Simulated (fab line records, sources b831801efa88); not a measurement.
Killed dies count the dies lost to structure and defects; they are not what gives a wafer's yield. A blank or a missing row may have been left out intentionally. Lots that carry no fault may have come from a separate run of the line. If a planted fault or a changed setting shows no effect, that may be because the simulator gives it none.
A struck lot beside a sound one    flow gf180mcu    23 steps out of a route of 602
Sound: wafers L647.2, L647.5, L647.6. Struck: wafer L658.5 (L658.4, L658.6, from the same lot, were not struck and are left out); the cause is given at the end.
Per side, at each step with rows, come the tool, then ch with its chambers, and then its first start. Under that, the readings that differ: sound wafers    struck wafers    difference of the means    sigmas: that difference in standard deviations of wafers without a fault.
alike: readings with means less than 2 such deviations apart, plus words and numbers identical on both sides. not compared: withheld readings, readings lacking a value on some wafer, bounds such as >300 that could conceal the same value, and numbers that have no deviation in the record and whose values overlap.
Wherever a step has rows on one side only, a row that says differs or no value, or a row with sigmas, the two part there. When numbers do not overlap yet have no deviation, they are printed without sigmas and do not part them. Lack of a reading on every wafer of one side parts them only where that side has two or more wafers.

first, 1 step without rows for these wafers: GF_POLY_GATE_DEVELOP_09 (develop time 60 s).
GF_POLY_GATE_CD_MEAS_10: target cd 280 nm.
  sound on cd_sem-02 at day 10 14:16; struck on cd_sem-01 at day 13 20:21
  alike: cd_nm
GF_POLY_GATE_OVL_MEAS_11:
  sound on overlay-01 at day 10 14:22; struck on overlay-01 at day 13 20:26
reading             sound    struck  difference  sigmas
POLY_GATE_OVL (nm)  9 10 -2  -6      -12         -2
GF_POLY_GATE_ETCH_12: etches BARC in N2/H2.
  sound on rie_diel-02 ch 2,3, day 10 14:24; struck on rie_diel-04 ch 0, day 13 20:26
  alike: drypump_motor_current_A, h2_flow_sccm, oes_product_au, throttle_valve_pct
GF_POLY_GATE_ETCH_13: etches poly-Si in HBr/Cl2, stops on SiO2, target depth 198.5 nm, time 69.6 s.
  sound on rie_si-01 ch 1,2, day 10 14:27; struck on rie_si-01 ch 1, day 13 20:31
  alike: HBr_flow_sccm, drypump_motor_current_A, oes_product_au, throttle_valve_pct
  not compared: rf_hours_counter_h
GF_POLY_GATE_STRIP_14: strips in O2/N2.
  sound on plasma_asher-04 ch 0,1, day 10 14:31; struck on plasma_asher-02 ch 0, day 13 20:35
reading                      sound        struck  difference  sigmas
drypump_motor_current_A (A)  5.5 6.2 5.5  6.8     +1.1        +2
  alike: heater_power_w, oes_product_au
  not compared: rf_hours_counter_h
then, 2 steps without rows for these wafers: GF_POLY_GATE_CLEAN_15 (cleans in SC1/SC2, time 150 s); GF_POLY_GATE_OXIDATION_16 (stabilise 600 s, purge 300 s, target thk 4 nm).
GF_POLY_GATE_THK_MEAS_17:
  sound on film_metro-02 at day 10 16:47; struck on film_metro-02 at day 13 21:59
  alike: POLY_GATE_OXIDATION_THK
GF_POLY_GATE_CD_MEAS_18:
  sound on cd_sem-02 at day 10 16:52; struck on cd_sem-01 at day 13 22:06
  alike: cd_nm
then, 2 steps without rows for these wafers: GF_HV_LDD_DEHYDRATE_00 (time 60 s); GF_HV_LDD_HMDS_01 (prime time 60 s).
GF_HV_LDD_COAT_02: resist thk 1000 nm.
  sound on litho_track-03 ch 0, day 11 01:01; struck on litho_track-04 ch 0, day 14 07:47
reading                                      sound             struck  difference  sigmas
model.NOVOLAK_of_HV_LDD_COAT_02.thk_nm (nm)  999.9 997.7 1002  914.2   -85.7       
then, 3 steps without rows for these wafers: GF_HV_LDD_SOFTBAKE_03 (time 60 s); GF_HV_LDD_EXPOSE_04 (exposes mask Nplus LV AREA, target cd 400 nm); GF_HV_LDD_PEB_05.
GF_HV_LDD_DEVELOP_06: develop time 60 s.
  sound on litho_track-04 ch 0, day 11 10:53; struck on litho_track-04 ch 0, day 14 18:41
reading                                      sound             struck  difference  sigmas
model.NOVOLAK_of_HV_LDD_COAT_02.thk_nm (nm)  999.5 997.3 1001  913.8   -85.5       
GF_HV_LDD_CD_MEAS_07: target cd 400 nm.
  sound on cd_sem-01 at day 11 11:02; struck on cd_sem-01 at day 14 18:49
reading     sound              struck  difference  sigmas
cd_nm (nm)  400.0 400.9 401.1  411.5   +10.8       +5
GF_HV_LDD_OVL_MEAS_08:
  sound on overlay-02 at day 11 11:08; struck on overlay-02 at day 14 18:54
  alike: HV_LDD_OVL
next, for these wafers, 1 step has no rows: GF_HV_LDD_IMPLANT_09.
GF_HV_LDD_STRIP_10: strips in O2/N2.
  sound on plasma_asher-03 ch 0,1, day 11 11:19; struck on plasma_asher-02 ch 1, day 14 19:06
reading                       sound              struck  difference  sigmas
strip_time_to_endpoint_s (s)  12.62 12.60 12.65  11.62   -1.00       -29
  alike: drypump_motor_current_A, heater_power_w, oes_product_au
  not compared: rf_hours_counter_h
GF_HV_LDD_TW_MEAS_11:
  sound on film_metro-04 at day 11 11:26; struck on film_metro-01 at day 14 19:12
  alike: HV_LDD_TW
next, for these wafers, 1 step has no rows: GF_PASSIVATION_PROBE_99.

## WHERE THEY PART
At GF_POLY_GATE_OVL_MEAS_11 first; at GF_HV_LDD_STRIP_10 last (within this record only). Later steps at which nothing parts them and some readings are alike: GF_HV_LDD_TW_MEAS_11.

WHY: what had been put in by the simulator
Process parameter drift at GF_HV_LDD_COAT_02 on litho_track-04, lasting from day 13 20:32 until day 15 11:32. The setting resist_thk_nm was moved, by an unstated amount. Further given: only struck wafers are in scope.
